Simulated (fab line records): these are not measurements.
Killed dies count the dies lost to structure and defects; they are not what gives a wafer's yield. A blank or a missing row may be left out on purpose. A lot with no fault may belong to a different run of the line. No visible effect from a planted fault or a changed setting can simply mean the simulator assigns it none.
Matching of chambers || flow gf180mcu || 4 sister chambers for GF_CONTACT_CMP_04 on cmp-01
The step polishes SiO2. 8 wafers are shown with their chamber, then 9 later ones without.

## WAFERS WITH THEIR CHAMBER
{"wafer": "L475.1", "chamber": 1, "time-to-endpoint-s (s)": 105, "motor-current-A (A)": 12.4}
{"wafer": "L475.4", "chamber": 0, "time-to-endpoint-s (s)": 111, "motor-current-A (A)": 12.2}
{"wafer": "L477.1", "chamber": 2, "time-to-endpoint-s (s)": 106, "motor-current-A (A)": 12.4}
{"wafer": "L477.5", "chamber": 3, "time-to-endpoint-s (s)": 109, "motor-current-A (A)": 12.7}
{"wafer": "L477.6", "chamber": 2, "time-to-endpoint-s (s)": 106, "motor-current-A (A)": 11.9}
{"wafer": "L479.2", "chamber": 0, "time-to-endpoint-s (s)": 97, "motor-current-A (A)": 12.7}
{"wafer": "L479.4", "chamber": 3, "time-to-endpoint-s (s)": 103, "motor-current-A (A)": 11.5}
{"wafer": "L479.5", "chamber": 1, "time-to-endpoint-s (s)": 104, "motor-current-A (A)": 11.9}

## WAFERS WITHOUT THEIR CHAMBER
{"wafer": "L480.2", "time-to-endpoint-s (s)": 104, "motor-current-A (A)": 11.8}
{"wafer": "L480.4", "time-to-endpoint-s (s)": 115, "motor-current-A (A)": 12.5}
{"wafer": "L480.5", "time-to-endpoint-s (s)": 119, "motor-current-A (A)": 11.8}
{"wafer": "L482.2", "time-to-endpoint-s (s)": 103, "motor-current-A (A)": 11.9}
{"wafer": "L482.4", "time-to-endpoint-s (s)": 107, "motor-current-A (A)": 12.7}
{"wafer": "L482.6", "time-to-endpoint-s (s)": 110, "motor-current-A (A)": 12.5}
{"wafer": "L488.3", "time-to-endpoint-s (s)": 105, "motor-current-A (A)": 12.0}
{"wafer": "L488.4", "time-to-endpoint-s (s)": 108, "motor-current-A (A)": 12.7}
{"wafer": "L488.6", "time-to-endpoint-s (s)": 113, "motor-current-A (A)": 12.0}

## WHICH CHAMBER EACH ONE RAN IN
{"wafer": "L480.2", "from the rows above": "can't be placed: 1 or 3 or 2 or 0", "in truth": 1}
{"wafer": "L480.4", "from the rows above": "can't be placed: 2 or 3 or 0 or 1", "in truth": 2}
{"wafer": "L480.5", "from the rows above": "can't be placed: 3 or 2 or 1 or 0", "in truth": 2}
{"wafer": "L482.2", "from the rows above": "can't be placed: 1 or 3 or 2 or 0", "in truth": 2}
{"wafer": "L482.4", "from the rows above": "can't be placed: 0 or 2 or 1 or 3", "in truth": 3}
{"wafer": "L482.6", "from the rows above": "can't be placed: 2 or 3 or 0 or 1", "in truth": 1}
{"wafer": "L488.3", "from the rows above": "can't be placed: 3 or 1 or 2 or 0", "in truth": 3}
{"wafer": "L488.4", "from the rows above": "can't be placed: 0 or 2 or 3 or 1", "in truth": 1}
{"wafer": "L488.6", "from the rows above": "can't be placed: 3 or 2 or 1 or 0", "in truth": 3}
0 of 9 placed correctly. Unplaceable from these rows: 9, with the true chamber sitting among the candidates in 9. 0 placed wrongly.
How it was worked out, from the rows above alone: a wafer's distance from a chamber is the root of the sum, over the readings, of the square of ((its reading less the chamber's mean) divided by the reading's scatter). If the next closest chamber is less than 2 further off than the closest, the wafer can't be placed; otherwise it belongs to the closest. The mean given for a chamber averages the wafers shown for that chamber. The scatter is the square root of a quotient: the sum, over the shown wafers, of each reading's squared deviation from its chamber's mean, divided by wafers minus chambers.
